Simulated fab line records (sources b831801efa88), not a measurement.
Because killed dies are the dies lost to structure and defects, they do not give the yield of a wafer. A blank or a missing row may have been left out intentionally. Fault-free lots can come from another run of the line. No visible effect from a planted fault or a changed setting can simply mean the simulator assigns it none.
Which tool is to blame? + flow gf180mcu + 12 lots with 36 wafers sampled at 3 steps, on a route of 602 steps

== WHAT THE GAUGES SHOWED, per wafer ==
GF_HV_LDD_TW_MEAS_50.
| lot  | measured     | on            | HV_LDD_4_TW |
|------|--------------|---------------|-------------|
| L592 | day 12 07:32 | film metro-01 | 571 573 574 |
| L597 | day 14 02:43 | film metro-03 | 562 562 562 |
| L598 | day 14 07:26 | film metro-03 | 562 563 560 |
| L604 | day 16 08:57 | film metro-01 | 574 576 573 |
| L606 | day 16 22:46 | film metro-03 | 561 557 559 |
| L607 | day 17 12:54 | film metro-01 | 579 577 579 |
| L608 | day 17 15:39 | film metro-03 | 561 556 558 |
| L609 | day 18 02:54 | film metro-03 | 556 559 557 |
| L610 | day 18 11:48 | film metro-03 | 561 560 556 |
| L613 | day 19 13:54 | film metro-02 | 560 561 562 |
| L614 | day 19 21:53 | film metro-01 | 574 572 577 |
| L615 | day 20 08:30 | film metro-01 | 572 572 573 |

GF_HV_LDD_RS_MEAS_53: the measuring method here is four-point-probe.
| lot  | measured     | on            | HV_LDD_RS (ohm/sq) |
|------|--------------|---------------|--------------------|
| L592 | day 12 07:43 | film metro-03 | 417.8 418.8 417.8  |
| L597 | day 14 02:55 | film metro-01 | 412.3 412.4 413.6  |
| L598 | day 14 07:37 | film metro-02 | 413.5 412.1 412.7  |
| L604 | day 16 09:13 | film metro-03 | 418.1 417.4 418.7  |
| L606 | day 16 22:57 | film metro-03 | 418.0 417.9 420.4  |
| L607 | day 17 13:05 | film metro-02 | 418.4 418.4 418.8  |
| L608 | day 17 15:50 | film metro-02 | 417.8 417.7 416.5  |
| L609 | day 18 03:04 | film metro-01 | 418.7 419.2 418.6  |
| L610 | day 18 11:58 | film metro-01 | 419.1 418.3 419.4  |
| L613 | day 19 14:05 | film metro-03 | 417.2 416.4 416.2  |
| L614 | day 19 22:04 | film metro-02 | 418.3 417.5 418.2  |
| L615 | day 20 08:40 | film metro-03 | 418.7 419.1 418.5  |

== EACH LOT AND THE TOOL THAT RAN IT (in order: tool; ch and the chambers of the sampled wafers; start) ==
| lot  | GF_HV_LDD_IMPLANT_36            |
|------|---------------------------------|
| L592 | implanter-04 ch 0, day 11 11:51 |
| L597 | implanter-04 ch 0, day 13 05:20 |
| L598 | implanter-04 ch 0, day 13 10:09 |
| L604 | implanter-03 ch 0, day 15 11:10 |
| L606 | implanter-01 ch 0, day 15 23:20 |
| L607 | implanter-04 ch 0, day 16 13:30 |
| L608 | implanter-04 ch 0, day 16 15:24 |
| L609 | implanter-03 ch 0, day 17 03:17 |
| L610 | implanter-03 ch 0, day 17 11:33 |
| L613 | implanter-01 ch 0, day 18 13:02 |
| L614 | implanter-04 ch 0, day 18 20:57 |
| L615 | implanter-03 ch 0, day 19 08:33 |
- GF_HV_LDD_IMPLANT_36

== AS READ BY THE TOOLS THEMSELVES (means over the sampled wafers that have a number; for cases with no such wafer, the mark the record gives instead) ==
GF_HV_LDD_IMPLANT_36.
| lot  | tool         | dose ions cm2 | faraday current uA | tilt deg (degrees) |
|------|--------------|---------------|--------------------|--------------------|
| L592 | implanter-04 | 7.505e+12     | 42.2               | 30.010             |
| L597 | implanter-04 | 9.453e+12     | 53.3               | 29.981             |
| L598 | implanter-04 | 9.462e+12     | 53.1               | 30.045             |
| L604 | implanter-03 | 7.500e+12     | 42.3               | 30.015             |
| L606 | implanter-01 | 7.502e+12     | 43.0               | 30.002             |
| L607 | implanter-04 | 7.506e+12     | 42.1               | 29.990             |
| L608 | implanter-04 | 7.496e+12     | 42.2               | 29.990             |
| L609 | implanter-03 | 7.484e+12     | 42.2               | 30.016             |
| L610 | implanter-03 | 7.487e+12     | 41.7               | 30.001             |
| L613 | implanter-01 | 7.500e+12     | 42.3               | 30.012             |
| L614 | implanter-04 | 7.491e+12     | 41.8               | 30.001             |
| L615 | implanter-03 | 7.493e+12     | 41.9               | 30.004             |

== THE ANSWER, worked out from the rows above alone ==
Rule: what is usual is taken from the lots themselves. Put in order of their means at a reading, lots are off if they are a third of the lots or fewer, leave a main group of 4 or more, and stand apart from it by a gap of 3 or more times the standard deviation of the main group's means; of several such gaps the widest counts. A main group whose means are all the same, to the digits that the tables above print for the reading, isn't used. Also off: a lot with no number at a reading for which 4 or more lots have one. Any other lot the step has rows for is counted as sound. First the gauges in route order, then the tools' own readings, where a lot's mean is used as printed above. The first step at which some lot is off is used, and at that step the reading that is off furthest; a lot without a number counts as furthest.
Off: at GF_HV_LDD_RS_MEAS_53 (HV_LDD_RS), L597, L598. For the main group the mean is 418.2 ohm/sq and the standard deviation 0.71.
A tool fits if, at a process step before that reading, it ran every lot that is off, and no sound lot after the first of them. Not tried: the gauges at GF_HV_LDD_RS_MEAS_53; whatever is off there is also off at GF_HV_LDD_IMPLANT_36, on other tools, and gauge error can't account for it. None of those tried fits.

== WHAT THE SIMULATOR PUT IN ==
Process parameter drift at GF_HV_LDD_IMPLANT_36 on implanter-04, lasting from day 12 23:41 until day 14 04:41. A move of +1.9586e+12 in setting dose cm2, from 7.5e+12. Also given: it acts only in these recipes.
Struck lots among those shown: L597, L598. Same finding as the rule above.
